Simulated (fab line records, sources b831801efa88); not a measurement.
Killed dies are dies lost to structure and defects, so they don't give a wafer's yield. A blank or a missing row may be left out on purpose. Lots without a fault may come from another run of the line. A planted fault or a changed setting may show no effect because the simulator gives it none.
Which tool did it? | flow sky130 | 15 lots, 45 wafers sampled, at 5 steps of a route of 708

WHAT THE GAUGES READ, wafer by wafer
SKY_FIELD_ISO_THK_MEAS_04. Usual: FIELD_ISO_CVD_03_THK 165.0 nm, standard deviation 1.5.
lot  | measured    | on            | FIELD_ISO_CVD_03_THK (nm) | flag
L507 | day 1 16:07 | film_metro-03 | 166.5 167.6 166.6         |
L508 | day 1 20:19 | film_metro-03 | 164.9 166.0 165.0         |
L516 | day 3 14:40 | film_metro-01 | 165.1 164.0 165.2         |
L517 | day 3 17:47 | film_metro-03 | 163.5 164.2 164.3         |
L518 | day 3 21:56 | film_metro-04 | 163.9 163.5 163.6         |
L519 | day 4 03:38 | film_metro-03 | 164.5 164.0 164.9         |
L520 | day 4 06:38 | film_metro-04 | 164.3 165.2 165.0         |
L521 | day 4 12:17 | film_metro-01 | 166.0 165.4 164.7         |
L522 | day 4 17:49 | film_metro-04 | 163.7 163.3 163.5         |
L524 | day 5 03:34 | film_metro-01 | 163.8 164.4 164.2         |
L525 | day 5 09:19 | film_metro-01 | 167.3 168.2 168.3         |
L526 | day 5 14:42 | film_metro-01 | 164.1 167.0 166.1         |
L527 | day 5 19:06 | film_metro-04 | 164.5 164.6 164.7         |
L528 | day 5 23:30 | film_metro-04 | 165.2 166.6 166.0         |
L529 | day 6 06:24 | film_metro-01 | 165.2 165.8 164.5         |

SKY_VT_ADJUST_LVTN_TW_MEAS_10. Usual: VT_ADJUST_LVTN_TW 240.2, standard deviation 1.4.
lot  | measured     | on            | VT_ADJUST_LVTN_TW | flag
L507 | day 6 20:23  | film_metro-02 | 238.0 239.7 239.8 |
L508 | day 7 02:56  | film_metro-04 | 241.1 240.1 239.3 |
L516 | day 9 10:31  | film_metro-02 | 29.9 29.8 29.9    | OFF
L517 | day 9 11:53  | film_metro-04 | 29.7 29.9 29.8    | OFF
L518 | day 9 20:32  | film_metro-04 | 29.9 29.7 30.0    | OFF
L519 | day 10 03:06 | film_metro-02 | 238.9 240.9 239.0 |
L520 | day 10 08:41 | film_metro-02 | 240.7 240.6 238.2 |
L521 | day 10 12:47 | film_metro-02 | 239.0 239.0 238.4 |
L522 | day 10 21:13 | film_metro-02 | 240.1 237.9 239.2 |
L524 | day 11 09:18 | film_metro-03 | 241.1 241.6 240.9 |
L525 | day 11 14:00 | film_metro-02 | 240.7 238.7 238.8 |
L526 | day 12 07:36 | film_metro-02 | 239.5 239.4 238.1 |
L527 | day 12 06:29 | film_metro-02 | 238.6 239.5 239.6 |
L528 | day 13 00:41 | film_metro-02 | 239.7 238.0 240.3 |
L529 | day 13 03:31 | film_metro-02 | 240.2 239.5 239.5 |

WHICH TOOL RAN EACH LOT (tool, then ch and the chambers of the sampled wafers, then the start)
lot  | SKY_DNWELL_STRIP_08                 | SKY_VT_ADJUST_HVTP_STRIP_10          | SKY_VT_ADJUST_LVTN_STRIP_09
L507 | plasma_asher-01 ch 0,1, day 3 04:27 | plasma_asher-02 ch 0,1, day 6 01:11  | plasma_asher-01 ch 0,1, day 6 20:17
L508 | plasma_asher-04 ch 1, day 3 10:10   | plasma_asher-02 ch 0,1, day 6 07:58  | plasma_asher-04 ch 0,1, day 7 02:50
L516 | plasma_asher-02 ch 0,1, day 5 08:14 | plasma_asher-03 ch 0,1, day 8 13:52  | plasma_asher-04 ch 0, day 9 10:24
L517 | plasma_asher-04 ch 0, day 5 09:55   | plasma_asher-03 ch 0, day 8 15:29    | plasma_asher-02 ch 0,1, day 9 11:47
L518 | plasma_asher-04 ch 0,1, day 5 16:02 | plasma_asher-01 ch 0,1, day 8 23:26  | plasma_asher-01 ch 0,1, day 9 20:26
L519 | plasma_asher-01 ch 0,1, day 5 22:45 | plasma_asher-01 ch 0,1, day 9 05:50  | plasma_asher-01 ch 0,1, day 10 03:00
L520 | plasma_asher-02 ch 0,1, day 6 02:33 | plasma_asher-03 ch 1, day 9 11:02    | plasma_asher-01 ch 0,1, day 10 08:35
L521 | plasma_asher-02 ch 0,1, day 6 07:02 | plasma_asher-01 ch 0,1, day 9 15:00  | plasma_asher-01 ch 0,1, day 10 12:41
L522 | plasma_asher-04 ch 0,1, day 6 13:48 | plasma_asher-03 ch 0,1, day 9 22:53  | plasma_asher-02 ch 0,1, day 10 21:06
L524 | plasma_asher-01 ch 0,1, day 6 22:23 | plasma_asher-03 ch 1, day 10 09:54   | plasma_asher-04 ch 0,1, day 11 09:12
L525 | plasma_asher-01 ch 0,1, day 7 04:26 | plasma_asher-02 ch 0,1, day 10 15:59 | plasma_asher-01 ch 0,1, day 11 13:55
L526 | plasma_asher-04 ch 0,1, day 7 16:06 | plasma_asher-02 ch 0, day 11 07:07   | plasma_asher-04 ch 0,1, day 12 07:30
L527 | plasma_asher-01 ch 0,1, day 7 15:45 | plasma_asher-01 ch 0,1, day 11 06:17 | plasma_asher-04 ch 0,1, day 12 06:23
L528 | plasma_asher-01 ch 0,1, day 8 07:10 | plasma_asher-02 ch 1, day 11 23:26   | plasma_asher-01 ch 0,1, day 13 00:35
L529 | plasma_asher-02 ch 0,1, day 8 10:06 | plasma_asher-02 ch 0,1, day 12 02:38 | plasma_asher-02 ch 0,1, day 13 03:24
- SKY_DNWELL_STRIP_08: strips in O2/N2.
- SKY_VT_ADJUST_HVTP_STRIP_10: strips in O2/N2.
- SKY_VT_ADJUST_LVTN_STRIP_09: strips in O2/N2.

WHAT THE TOOLS THEMSELVES READ (means of the sampled wafers that have a number; where no wafer has one, the mark that the record gives instead)
SKY_DNWELL_STRIP_08. Usual: chamber_pressure_mTorr 1499.9 mTorr, standard deviation 1.4; drypump_motor_current_A 5.6 A, standard deviation 0.55; oes_product_au 0.723 a.u., standard deviation 0.004; strip_time_to_endpoint_s 36.90 s, standard deviation 0.082.
lot  | tool            | chamber_pressure_mTorr (mTorr) | drypump_motor_current_A (A) | oes_product_au (a.u.) | strip_time_to_endpoint_s (s) | flag
L507 | plasma_asher-01 | 1499.7                         | 5.5                         | 0.722                 | 36.88                        |
L508 | plasma_asher-04 | 1500.0                         | 5.8                         | 0.722                 | 36.92                        |
L516 | plasma_asher-02 | 1498.6                         | 6.1                         | 0.726                 | 36.92                        |
L517 | plasma_asher-04 | 1500.7                         | 4.7                         | 0.723                 | 36.84                        |
L518 | plasma_asher-04 | 1500.4                         | 5.1                         | 0.723                 | 37.08                        |
L519 | plasma_asher-01 | 1501.0                         | 5.5                         | 0.723                 | 36.93                        |
L520 | plasma_asher-02 | 1499.5                         | 6.3                         | 0.723                 | 36.92                        |
L521 | plasma_asher-02 | 1500.2                         | 6.3                         | 0.725                 | 36.83                        |
L522 | plasma_asher-04 | 1500.6                         | 5.1                         | 0.723                 | 36.92                        |
L524 | plasma_asher-01 | 1499.6                         | 5.5                         | 0.721                 | 36.82                        |
L525 | plasma_asher-01 | 1501.7                         | 5.5                         | 0.723                 | 36.86                        |
L526 | plasma_asher-04 | 1499.6                         | 5.1                         | 0.720                 | 36.92                        |
L527 | plasma_asher-01 | 1499.1                         | 5.4                         | 0.722                 | 36.93                        |
L528 | plasma_asher-01 | 1501.9                         | 5.2                         | 0.724                 | 36.94                        |
L529 | plasma_asher-02 | 1499.4                         | 6.1                         | 0.726                 | 36.82                        |

SKY_VT_ADJUST_HVTP_STRIP_10. Usual: chamber_pressure_mTorr 1499.8 mTorr, standard deviation 1.4; drypump_motor_current_A 5.6 A, standard deviation 0.44; oes_product_au 0.716 a.u., standard deviation 0.0046; strip_time_to_endpoint_s 14.21 s, standard deviation 0.038.
lot  | tool            | chamber_pressure_mTorr (mTorr) | drypump_motor_current_A (A) | oes_product_au (a.u.) | strip_time_to_endpoint_s (s) | flag
L507 | plasma_asher-02 | 1500.1                         | 6.3                         | 0.716                 | 14.18                        |
L508 | plasma_asher-02 | 1499.4                         | 6.1                         | 0.712                 | 14.23                        |
L516 | plasma_asher-03 | -                              | -                           | -                     | -                            | OFF
L517 | plasma_asher-03 | -                              | -                           | -                     | -                            | OFF
L518 | plasma_asher-01 | -                              | -                           | -                     | -                            | OFF
L519 | plasma_asher-01 | 1499.1                         | 5.2                         | 0.717                 | 14.21                        |
L520 | plasma_asher-03 | 1500.3                         | 5.4                         | 0.712                 | 14.20                        |
L521 | plasma_asher-01 | 1498.8                         | 5.5                         | 0.713                 | 14.25                        |
L522 | plasma_asher-03 | 1500.7                         | 5.4                         | 0.714                 | 14.24                        |
L524 | plasma_asher-03 | 1499.8                         | 5.3                         | 0.719                 | 14.28                        |
L525 | plasma_asher-02 | 1499.9                         | 6.2                         | 0.712                 | 14.21                        |
L526 | plasma_asher-02 | 1501.1                         | 6.4                         | 0.713                 | 14.24                        |
L527 | plasma_asher-01 | 1499.2                         | 5.2                         | 0.716                 | 14.23                        |
L528 | plasma_asher-02 | 1501.6                         | 6.0                         | 0.715                 | 14.21                        |
L529 | plasma_asher-02 | 1499.7                         | 6.3                         | 0.720                 | 14.19                        |

SKY_VT_ADJUST_LVTN_STRIP_09. Usual: chamber_pressure_mTorr 1500.0 mTorr, standard deviation 1.3; drypump_motor_current_A 5.4 A, standard deviation 0.51; oes_product_au 0.723 a.u., standard deviation 0.0045; strip_time_to_endpoint_s 36.90 s, standard deviation 0.11.
lot  | tool            | chamber_pressure_mTorr (mTorr) | drypump_motor_current_A (A) | oes_product_au (a.u.) | strip_time_to_endpoint_s (s) | flag
L507 | plasma_asher-01 | 1500.0                         | 5.5                         | 0.724                 | 36.72                        |
L508 | plasma_asher-04 | 1500.4                         | 5.4                         | 0.724                 | 36.92                        |
L516 | plasma_asher-04 | 1501.5                         | 4.7                         | 0.728                 | 53.93                        | OFF
L517 | plasma_asher-02 | 1499.3                         | 6.1                         | 0.732                 | 53.70                        | OFF
L518 | plasma_asher-01 | 1498.9                         | 5.4                         | 0.726                 | 53.85                        | OFF
L519 | plasma_asher-01 | 1501.0                         | 5.2                         | 0.723                 | 36.87                        |
L520 | plasma_asher-01 | 1500.5                         | 5.2                         | 0.723                 | 36.97                        |
L521 | plasma_asher-01 | 1499.9                         | 5.2                         | 0.724                 | 36.88                        |
L522 | plasma_asher-02 | 1499.5                         | 6.1                         | 0.725                 | 37.00                        |
L524 | plasma_asher-04 | 1502.6                         | 5.1                         | 0.721                 | 36.98                        |
L525 | plasma_asher-01 | 1500.9                         | 5.4                         | 0.730                 | 36.70                        |
L526 | plasma_asher-04 | 1500.0                         | 5.1                         | 0.717                 | 37.02                        |
L527 | plasma_asher-04 | 1500.3                         | 5.1                         | 0.722                 | 36.73                        |
L528 | plasma_asher-01 | 1500.1                         | 5.2                         | 0.724                 | 36.89                        |
L529 | plasma_asher-02 | 1500.8                         | 6.1                         | 0.727                 | 36.82                        |

THE ANSWER, worked out from the rows above alone
Rule: a lot is off if the mean of its wafers that have a number lies more than 3 standard deviations from the usual mean. A lot without any number at a reading at which 4 lots or more have one is off too. The other lots that the step has rows for count as sound. The gauges are gone through in route order, then the tools' own readings, and for those a lot's mean is taken as printed above. The first step at which some lot is off is used, and at that step the reading that is off furthest; a lot without a number counts as furthest.
Off: L516, L517, L518, at SKY_VT_ADJUST_LVTN_TW_MEAS_10 (VT_ADJUST_LVTN_TW).
A tool fits if, at a process step before that reading, it ran every lot that is off, and no sound lot after the first of them. The gauges at SKY_VT_ADJUST_LVTN_TW_MEAS_10 aren't tried: what is off there is off at SKY_VT_ADJUST_HVTP_STRIP_10 too, on other tools, and a gauge's error can't cause that. None of those tried fits.

WHAT THE SIMULATOR HAD PUT IN
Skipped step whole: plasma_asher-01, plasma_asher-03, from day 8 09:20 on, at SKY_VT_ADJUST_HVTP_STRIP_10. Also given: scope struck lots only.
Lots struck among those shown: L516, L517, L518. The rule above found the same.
